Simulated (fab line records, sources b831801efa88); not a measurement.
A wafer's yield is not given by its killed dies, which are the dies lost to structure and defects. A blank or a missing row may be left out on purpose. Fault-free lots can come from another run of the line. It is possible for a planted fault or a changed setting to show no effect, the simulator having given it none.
The tool behind it: which one? ; flow sky130 ; 24 lots with 72 wafers sampled at 6 steps, on a route of 708 steps

== WHAT EACH GAUGE READ, for each wafer ==
SKY_SONOS_ONO_CD_MEAS_13: the cd target is 410 nm.
lot;measured;on;cdNm (nm)
L074;day 13 06:26;cdSem-01;411.7 411.9 411.5
L075;day 13 11:24;cdSem-01;407.8 409.3 410.0
L076;day 13 22:39;cdSem-02;408.5 407.4 405.8
L077;day 14 08:32;cdSem-01;408.8 408.2 407.7
L078;day 14 16:36;cdSem-02;414.6 411.7 412.6
L079;day 15 00:22;cdSem-01;411.0 410.7 411.3
L080;day 15 04:25;cdSem-02;408.9 408.5 408.9
L081;day 15 15:22;cdSem-02;406.0 404.2 404.4
L082;day 16 00:33;cdSem-02;408.7 406.8 407.3
L083;day 16 06:58;cdSem-01;412.9 413.6 413.6
L084;day 16 12:53;cdSem-01;407.1 407.2 405.5
L085;day 17 03:34;cdSem-01;410.5 409.9 410.2
L086;day 17 03:52;cdSem-02;409.6 410.4 409.2
L087;day 17 13:44;cdSem-02;412.3 413.1 413.3
L088;day 18 01:08;cdSem-01;411.3 411.4 412.8
L089;day 18 08:26;cdSem-02;413.0 413.3 412.5
L090;day 18 16:57;cdSem-01;411.7 412.4 414.3
L091;day 19 04:22;cdSem-02;414.3 412.1 409.7
L092;day 19 15:00;cdSem-02;408.1 407.6 409.2
L093;day 19 17:29;cdSem-01;413.4 413.1 413.6
L094;day 20 01:28;cdSem-01;410.4 407.8 410.4
L095;day 20 08:19;cdSem-02;409.8 411.1 410.3
L096;day 20 20:55;cdSem-01;406.5 406.2 409.4
L097;day 21 05:47;cdSem-02;410.8 409.3 409.7

SKY_POLY_GATE_OVL_MEAS_14.
lot;measured;on;POLY_GATE_OVL (nm)
L074;day 17 04:20;overlay-02;-6 -4 -3
L075;day 17 08:26;overlay-01;-4 -3 0
L076;day 17 22:20;overlay-02;3 5 9
L077;day 18 09:11;overlay-02;8 -6 6
L078;day 18 14:48;overlay-02;9 5 -3
L079;day 19 00:43;overlay-02;4 1 1
L080;day 19 09:27;overlay-01;8 7 3
L081;day 19 19:55;overlay-02;-7 -10 -4
L082;day 20 05:56;overlay-02;6 5 0
L083;day 20 10:17;overlay-01;10 10 5
L084;day 20 18:08;overlay-02;2 -2 -1
L085;day 21 05:58;overlay-02;-4 -7 2
L086;day 21 07:11;overlay-01;-6 -9 -8
L087;day 22 05:17;overlay-01;-7 3 4
L088;day 22 07:16;overlay-01;-5 1 -3
L089;day 22 12:23;overlay-02;7 1 6
L090;day 22 20:53;overlay-02;4 7 4
L091;day 23 07:22;overlay-01;-5 -2 -7
L092;day 23 18:57;overlay-02;4 -6 3
L093;day 23 21:52;overlay-02;13 13 14
L094;day 24 03:44;overlay-02;8 16 12
L095;day 24 11:19;overlay-02;2 3 0
L096;day 25 00:26;overlay-01;8 0 6
L097;day 25 09:02;overlay-01;4 6 5

SKY_POLY_GATE_THK_MEAS_21.
lot;measured;on;POLY_GATE_OXIDATION_THK (nm)
L074;day 17 06:42;filmMetro-04;3.96 4.00 3.92
L075;day 17 10:31;filmMetro-03;4.00 3.96 4.01
L076;day 18 00:59;filmMetro-04;3.97 3.95 3.87
L077;day 18 11:04;filmMetro-01;4.01 3.96 3.94
L078;day 18 16:44;filmMetro-03;4.03 4.09 3.99
L079;day 19 03:02;filmMetro-01;3.92 3.99 3.98
L080;day 19 11:08;filmMetro-03;4.10 4.08 4.00
L081;day 19 22:11;filmMetro-03;3.88 3.92 3.94
L082;day 20 08:33;filmMetro-01;4.00 4.03 3.93
L083;day 20 12:34;filmMetro-03;3.95 3.92 3.87
L084;day 20 19:49;filmMetro-03;4.06 4.01 3.99
L085;day 21 08:29;filmMetro-03;3.97 4.01 3.90
L086;day 21 09:44;filmMetro-01;4.07 4.10 4.12
L087;day 22 06:58;filmMetro-01;4.06 4.07 4.03
L088;day 22 09:37;filmMetro-03;4.06 3.96 4.04
L089;day 22 14:04;filmMetro-01;4.03 4.00 4.04
L090;day 22 22:44;filmMetro-01;3.90 3.97 3.96
L091;day 23 09:07;filmMetro-03;3.96 4.08 3.99
L092;day 23 22:29;filmMetro-03;3.88 3.89 3.89
L093;day 23 23:33;filmMetro-04;4.14 4.12 4.11
L094;day 24 05:24;filmMetro-01;3.87 3.86 3.92
L095;day 24 12:59;filmMetro-01;4.03 4.05 4.10
L096;day 25 02:08;filmMetro-01;4.04 3.98 3.99
L097;day 25 10:44;filmMetro-01;4.03 4.02 3.94

SKY_LDD_HVP_OVL_MEAS_07.
lot;measured;on;LDD_HVP_OVL (nm)
L074;day 22 10:31;overlay-02;0.8 0.6 1.2
L075;day 22 15:00;overlay-01;1.6 0.1 -0.1
L076;day 23 05:27;overlay-01;-2.0 -1.5 -1.3
L077;day 23 15:38;overlay-01;1.0 2.5 0.9
L078;day 23 21:37;overlay-02;-3.1 -2.0 0.2
L079;day 24 06:11;overlay-02;-1.6 0.4 0.3
L080;day 24 13:41;overlay-02;0.5 0.3 1.2
L081;day 25 01:16;overlay-02;-0.8 -1.9 -0.6
L082;day 25 10:31;overlay-02;-0.5 0.9 -0.7
L083;day 25 14:13;overlay-02;-1.9 0.4 -0.3
L084;day 25 23:11;overlay-02;1.3 0.9 1.8
L085;day 26 11:22;overlay-01;2.2 2.9 0.8
L086;day 26 12:16;overlay-02;-0.2 0.3 -1.6
L087;day 27 06:49;overlay-01;1.6 2.0 1.8
L088;day 27 10:04;overlay-02;0.6 0.2 0.5
L089;day 27 14:25;overlay-02;-0.2 -0.7 -1.7
L090;day 27 22:10;overlay-02;0.5 2.5 -0.1
L091;day 28 09:40;overlay-01;2.4 1.5 0.5
L092;day 28 21:37;overlay-01;-0.8 -0.7 1.0
L093;day 29 00:37;overlay-02;0.7 -0.3 -1.8
L094;day 29 03:40;overlay-02;0.6 0.2 -1.8
L095;day 29 10:25;overlay-02;2.8 0.9 2.2
L096;day 29 23:56;overlay-01;0.5 0.4 0.2
L097;day 30 08:20;overlay-01;-0.3 1.2 -2.4

== EACH LOT AND THE TOOL THAT RAN IT (in order: tool; ch and the chambers of the sampled wafers; start) ==
lot;SKY_NWELL_STRIP_25;SKY_VT_ADJUST_HVTP_STRIP_10
L074;plasmaAsher-02 ch 0,1, day 5 13:34;plasmaAsher-04 ch 0,1, day 6 08:46
L075;plasmaAsher-02 ch 0,1, day 5 14:53;plasmaAsher-01 ch 0,1, day 6 10:50
L076;plasmaAsher-02 ch 0,1, day 6 00:19;plasmaAsher-01 ch 0,1, day 6 20:27
L077;plasmaAsher-04 ch 0,1, day 6 06:40;plasmaAsher-03 ch 1, day 7 02:52
L078;plasmaAsher-04 ch 0,1, day 6 11:20;plasmaAsher-04 ch 0,1, day 7 07:37
L079;plasmaAsher-03 ch 0,1, day 6 17:40;plasmaAsher-01 ch 0,1, day 7 14:11
L080;plasmaAsher-04 ch 0,1, day 6 21:29;plasmaAsher-04 ch 0,1, day 7 18:53
L081;plasmaAsher-04 ch 0,1, day 7 03:46;plasmaAsher-01 ch 1, day 8 00:55
L082;plasmaAsher-04 ch 0,1, day 7 10:02;plasmaAsher-01 ch 0,1, day 8 07:29
L083;plasmaAsher-02 ch 0,1, day 7 15:10;plasmaAsher-01 ch 0,1, day 8 13:31
L084;plasmaAsher-04 ch 0,1, day 7 20:58;plasmaAsher-04 ch 0,1, day 8 19:10
L085;plasmaAsher-02 ch 0,1, day 8 07:49;plasmaAsher-01 ch 1, day 9 06:16
L086;plasmaAsher-03 ch 0,1, day 8 09:25;plasmaAsher-01 ch 0,1, day 9 08:16
L087;plasmaAsher-02 ch 0,1, day 8 14:42;plasmaAsher-01 ch 0,1, day 9 13:32
L088;plasmaAsher-02 ch 0,1, day 8 23:03;plasmaAsher-01 ch 0,1, day 9 22:58
L089;plasmaAsher-03 ch 0, day 9 04:25;plasmaAsher-04 ch 0,1, day 10 04:40
L090;plasmaAsher-03 ch 0,1, day 9 12:18;plasmaAsher-01 ch 0,1, day 10 11:43
L091;plasmaAsher-03 ch 0,1, day 9 20:30;plasmaAsher-04 ch 0,1, day 10 21:14
L092;plasmaAsher-04 ch 0,1, day 10 03:14;plasmaAsher-04 ch 0,1, day 11 03:51
L093;plasmaAsher-03 ch 0, day 10 04:52;plasmaAsher-01 ch 0,1, day 11 05:25
L094;plasmaAsher-03 ch 0,1, day 10 12:13;plasmaAsher-04 ch 0,1, day 11 13:28
L095;plasmaAsher-02 ch 0,1, day 10 18:22;plasmaAsher-01 ch 0, day 11 19:46
L096;plasmaAsher-02 ch 0,1, day 11 03:31;plasmaAsher-04 ch 0,1, day 12 05:20
L097;plasmaAsher-02 ch 0, day 11 12:37;plasmaAsher-04 ch 1, day 12 14:46
- SKY_NWELL_STRIP_25: strips in O2/N2.
- SKY_VT_ADJUST_HVTP_STRIP_10: strips in O2/N2.

== AS READ BY THE TOOLS THEMSELVES (means over the sampled wafers that have a number; for cases with no such wafer, the mark the record gives instead) ==
SKY_NWELL_STRIP_25.
lot;tool;drypumpMotorCurrentA (A);o2FlowSccm (sccm);oesProductAu (a.u.);stripTimeToEndpointS (s)
L074;plasmaAsher-02;5.9;3000;0.718;36.94
L075;plasmaAsher-02;5.7;2999;0.726;36.88
L076;plasmaAsher-02;5.8;3003;0.717;36.92
L077;plasmaAsher-04;5.4;2994;0.726;36.91
L078;plasmaAsher-04;5.4;2999;0.722;36.80
L079;plasmaAsher-03;5.4;3000;0.725;36.87
L080;plasmaAsher-04;5.6;2994;0.720;36.95
L081;plasmaAsher-04;5.4;3006;0.721;36.85
L082;plasmaAsher-04;5.7;3005;0.725;37.06
L083;plasmaAsher-02;5.8;2990;0.721;36.92
L084;plasmaAsher-04;5.6;3005;0.721;37.09
L085;plasmaAsher-02;5.9;3003;0.721;36.77
L086;plasmaAsher-03;5.5;3001;0.728;36.85
L087;plasmaAsher-02;5.8;3004;0.723;36.92
L088;plasmaAsher-02;5.9;3010;0.718;36.97
L089;plasmaAsher-03;5.3;3000;0.722;36.90
L090;plasmaAsher-03;5.5;3001;0.718;36.69
L091;plasmaAsher-03;5.4;2998;0.720;36.95
L092;plasmaAsher-04;5.4;3001;0.721;36.96
L093;plasmaAsher-03;5.3;3002;0.720;36.96
L094;plasmaAsher-03;5.4;2998;0.720;36.95
L095;plasmaAsher-02;5.9;3002;0.723;36.76
L096;plasmaAsher-02;5.8;2987;0.721;36.82
L097;plasmaAsher-02;6.0;3007;0.721;36.98

SKY_VT_ADJUST_HVTP_STRIP_10.
lot;tool;drypumpMotorCurrentA (A);o2FlowSccm (sccm);oesProductAu (a.u.);stripTimeToEndpointS (s)
L074;plasmaAsher-04;5.6;2995;0.716;14.15
L075;plasmaAsher-01;5.9;2992;0.715;14.28
L076;plasmaAsher-01;5.9;3004;0.712;14.13
L077;plasmaAsher-03;5.6;3003;0.706;14.12
L078;plasmaAsher-04;5.4;3004;0.715;14.14
L079;plasmaAsher-01;5.9;2997;0.718;14.23
L080;plasmaAsher-04;5.7;2993;0.714;14.11
L081;plasmaAsher-01;5.8;2998;0.716;14.18
L082;plasmaAsher-01;5.9;3006;0.717;14.23
L083;plasmaAsher-01;5.9;2999;0.712;14.19
L084;plasmaAsher-04;5.4;2990;0.713;14.20
L085;plasmaAsher-01;5.8;3019;0.715;14.16
L086;plasmaAsher-01;5.9;2997;0.708;14.07
L087;plasmaAsher-01;5.9;3002;0.719;14.19
L088;plasmaAsher-01;5.9;2992;0.717;14.14
L089;plasmaAsher-04;5.4;3003;0.720;14.21
L090;plasmaAsher-01;5.9;2999;0.716;14.19
L091;plasmaAsher-04;5.4;3000;0.711;14.12
L092;plasmaAsher-04;5.6;2996;0.721;14.24
L093;plasmaAsher-01;5.9;3005;0.718;14.15
L094;plasmaAsher-04;5.4;3000;0.718;14.15
L095;plasmaAsher-01;6.0;3006;0.714;14.24
L096;plasmaAsher-04;5.4;3004;0.716;14.11
L097;plasmaAsher-04;5.9;3007;0.714;14.19

== THE ANSWER, worked out from the rows above alone ==
Rule: what is usual is taken from the lots themselves. The widest of any qualifying gaps counts: lots, ordered by their means at a reading, are off when they make up no more than a third of the lots, leave a main group of 4 or more, and stand apart from it by 3 or more times the standard deviation of that group's means. The tables above print the reading to a certain number of digits; a main group whose means all agree to those digits is not used. Also off: a lot with no number at a reading for which 4 or more lots have one. All remaining lots with rows at the step are treated as sound. The gauges are gone through in route order, then the tools' own readings, and for those a lot's mean is taken as printed above. At the first step where some lot is off, the reading lying furthest off is the one used; lots without a number count as furthest.
No lot is off at any reading shown: from this, nothing can be told.

== WHAT THE SIMULATOR PUT IN ==
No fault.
